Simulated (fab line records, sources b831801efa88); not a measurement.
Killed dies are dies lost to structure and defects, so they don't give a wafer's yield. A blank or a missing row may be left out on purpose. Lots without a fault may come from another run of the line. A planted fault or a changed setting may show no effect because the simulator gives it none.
Problem report in the 8D (eight disciplines) form, filled by code | flow gf180mcu | the parts of the form that need people (team, actions taken, sign-off) are left out

1. THE PROBLEM
oes_product_au at GF_MVPSD_STRIP_10 reads a mean of 0.892 a.u. on 3 wafers of 1 lot; wafers without a fault read 0.722 a.u. with a standard deviation of 0.0045. That is +38 standard deviations from the usual mean.
The step: strips in O2/N2.
First seen on wafer L701.2, day 6 23:23, on plasma_asher-04. The record holds 39 wafers of 13 lots with a number at this step. Rule for "out", or "out of limits": more than 4 standard deviations from the usual mean. The other wafers with a number count as sound.

2. WHAT IT IS AND WHAT IT IS NOT
question                    | is                     | is not
which readings at this step | oes_product_au         | drypump_motor_current_A, heater_power_w
which lots                  | L701                   | L693, L694, L695, L698, L699, L700, L702, L711, L712, L713, L715, L716
which wafers of those lots  | all that have a number | -
read on which tools         | plasma_asher-04        | plasma_asher-01, plasma_asher-02
when                        | from day 6 23:23       | up to then (18 sound wafers); but 18 sound wafers of L702, L711, L712, L713, L715, L716 came after

3. SUSPECTS, AND WHAT RULES EACH OUT
Counting: a tool at a process step up to the reading stays a suspect if it ran every lot that is out and no sound lot after the first of them.
- plasma_asher-01 at GF_STI_STRIP_15 (strips in O2/N2): ruled out as a lasting fault. Sound lots L712, L716 ran on it after its first lot that is out, L701 (day 3 18:47).
- plasma_asher-04 at GF_MVPSD_STRIP_10 (strips in O2/N2): ruled out as a lasting fault. Sound lots L713 ran on it after its first lot that is out, L701 (day 6 23:23).
Left after counting: nothing in the record.

4. THE CAUSE (what the simulator had put in)
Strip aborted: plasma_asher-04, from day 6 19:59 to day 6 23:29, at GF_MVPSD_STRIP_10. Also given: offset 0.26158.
Counting ruled it out, wrongly.

5. THE CHAIN OF EFFECTS, in route order
Each row: a reading whose mean over the struck wafers that have a number lies more than 3 standard deviations from the usual. Only readings for which the record gives a usual standard deviation are gone through. hours: the time from each lot's start at the first step in this table that gives one to its start at this step, as a median over the lots. sigmas: the change in usual standard deviations.
hours | step              | reading        | usual      | on struck wafers | change | sigmas
0     | GF_MVPSD_STRIP_10 | oes_product_au | 0.722 a.u. | 0.892            | +0.170 | +38
The process steps in it:
- GF_MVPSD_STRIP_10: strips in O2/N2.
Readings that are blank on the struck wafers while sound wafers have them: strip_time_to_endpoint_s at GF_MVPSD_STRIP_10.

6. WHAT WOULD HAVE CAUGHT IT SOONER
In this record the first reading out of limits was taken at day 6 23:23, 3 hours after the fault began at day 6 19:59.
